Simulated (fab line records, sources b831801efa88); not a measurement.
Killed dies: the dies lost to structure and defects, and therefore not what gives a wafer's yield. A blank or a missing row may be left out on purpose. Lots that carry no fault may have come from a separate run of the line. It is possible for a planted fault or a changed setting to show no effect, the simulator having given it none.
Which tool is to blame? + flow gf180mcu + route of 602 steps, sampled at 1 step: 6 lots, 18 wafers

## WHAT THE GAUGES SHOWED, per wafer
GF_STI_CD_MEAS_12: the cd target is 220 nm.
| lot  | measured    | on        | cd nm (nm)        |
|------|-------------|-----------|-------------------|
| L102 | day 2 07:25 | cd sem-01 | 220.4 220.6 221.1 |
| L104 | day 2 16:13 | cd sem-01 | 219.4 218.9 219.1 |
| L107 | day 3 09:04 | cd sem-01 | 220.2 219.9 219.8 |
| L109 | day 3 18:21 | cd sem-01 | 220.9 219.1 219.5 |
| L113 | day 4 14:46 | cd sem-01 | 219.4 219.9 218.9 |
| L123 | day 6 19:48 | cd sem-01 | 219.8 221.0 220.3 |

## EACH LOT AND THE TOOL THAT RAN IT (in order: tool; ch and the chambers of the sampled wafers; start)
The record holds no process step before these readings.

## THE ANSWER, worked out from the rows above alone
Rule: the usual values come from the lots themselves. The widest of any qualifying gaps counts: lots, ordered by their means at a reading, are off when they make up no more than a third of the lots, leave a main group of 4 or more, and stand apart from it by 3 or more times the standard deviation of that group's means. A main group whose means are all the same, to the digits that the tables above print for the reading, isn't used. A lot without any number at a reading at which 4 lots or more have one is off too. Any other lot the step has rows for is counted as sound.
None of the lots is off at any reading shown; this tells nothing.

## WHAT THE SIMULATOR HAD PUT IN
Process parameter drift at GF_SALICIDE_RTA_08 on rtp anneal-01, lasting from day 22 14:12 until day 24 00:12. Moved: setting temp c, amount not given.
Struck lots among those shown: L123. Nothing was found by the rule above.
